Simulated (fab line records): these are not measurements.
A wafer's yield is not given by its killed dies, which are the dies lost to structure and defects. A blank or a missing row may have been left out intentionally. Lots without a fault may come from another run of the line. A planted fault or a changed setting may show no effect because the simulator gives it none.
A lot that was struck, set against a sound lot :: flow sfq-line :: 14 steps out of a route of 325
Sound: wafers L280.1, L280.2, L280.4. Struck: wafer L290.3; the same lot's L290.6 was not struck, so it is left out; see the end for the cause.
Each step with rows lists, per side, the tool, then ch with its chambers, then its first start. Under that, the readings that differ: sound wafers :: struck wafers :: difference of the means :: sigmas: that difference in standard deviations of wafers without a fault.
alike: words and numbers the same on both sides, and readings whose means are apart by under 2 such deviations; not compared: readings that were withheld, readings missing a value for some wafer, numbers with overlapping values and no deviation given by the record, and bounds like >300 which may hide the same value.
The two part at a step that has a row with sigmas, a row that says differs or no value, or rows on one side only. Numbers that don't overlap but have no deviation are shown without sigmas and don't part them. A reading that every wafer of one side lacks parts them only if that side has two wafers or more.

first, 1 step without rows for these wafers: SFQ_TRILAYER_M0_STRIP_SOLV_CLEAN_026 (cleans in NMP, time 600 s).
SFQ_TRILAYER_I0_DEP_PECVD_027: deposits SiO2 from SiH4/N2O, time 111.11 s, target thk 500 nm.
  sound on pecvd-01 ch 1,2, day 12 17:52; struck on pecvd-03 ch 0, day 16 07:26
  alike: heater-power-w, throttle-valve-pct
SFQ_TRILAYER_I0_CMP_CMP_028: polishes SiO2.
  sound on cmp-02 ch 0,1,2, day 12 17:56; struck on cmp-02 ch 1, day 16 08:30
  alike: head-pressure-psi, motor-current-A, time-to-endpoint-s
SFQ_I0_BOW_MEAS_907:
  sound on film-metro-04 at day 12 20:56; struck on film-metro-04 at day 16 10:32
  alike: I0_BOW
SFQ_TRILAYER_I0_METRO_MEASURE_029:
  sound on film-metro-04 at day 12 21:04; struck on film-metro-04 at day 16 11:01
  alike: thk-nm
then, 6 steps without rows for these wafers: SFQ_TRILAYER_I0_VIA_LITHO_COAT_036 (resist thk 62 nm); SFQ_TRILAYER_I0_VIA_LITHO_COAT_031 (resist thk 650 nm); SFQ_TRILAYER_I0_VIA_LITHO_SOFTBAKE_035; SFQ_TRILAYER_I0_VIA_LITHO_EXPOSE_032 (exposes mask I0, target cd 500 nm); SFQ_TRILAYER_I0_VIA_LITHO_PEB_034 (peb time 60 s); SFQ_TRILAYER_I0_VIA_LITHO_DEVELOP_033 (time 60 s).
-- the record jumps here: 6 days lie between the struck wafers' starts before and after --
SFQ_I0_OVL_MEAS_908:
  sound on overlay-01 at day 18 05:46; struck on overlay-02 at day 22 02:32
  alike: I0_OVL
SFQ_TRILAYER_I0_VIA_BARC_OPEN_VIA_ETCH_046: etches BARC in O2, target depth 125 nm, time 41.7 s.
  sound on rie-diel-03 ch 0,1,3, day 18 05:49; struck on rie-diel-03 ch 3, day 22 02:34
reading: model.KrF_of_TRILAYER_I0_VIA_LITHO_COAT_031.thk-nm (nm)
sound: 569.2 571.2 570.1
struck: 578.3
difference: +8.1
sigmas: 
  alike: drypump-motor-current-A, oes-product-au
  not compared: rf-hours-counter-h
SFQ_TRILAYER_I0_VIA_ETCH_VIA_ETCH_034: etches SiO2 in CHF3, stops on Nb, target depth 260 nm.
  sound on rie-diel-03 ch 0,1,3, day 18 05:51; struck on rie-diel-03 ch 3, day 22 02:37
  alike: drypump-motor-current-A, oes-product-au

WHERE THEY PART
Nowhere in this record.

WHY: whatever the simulator had introduced
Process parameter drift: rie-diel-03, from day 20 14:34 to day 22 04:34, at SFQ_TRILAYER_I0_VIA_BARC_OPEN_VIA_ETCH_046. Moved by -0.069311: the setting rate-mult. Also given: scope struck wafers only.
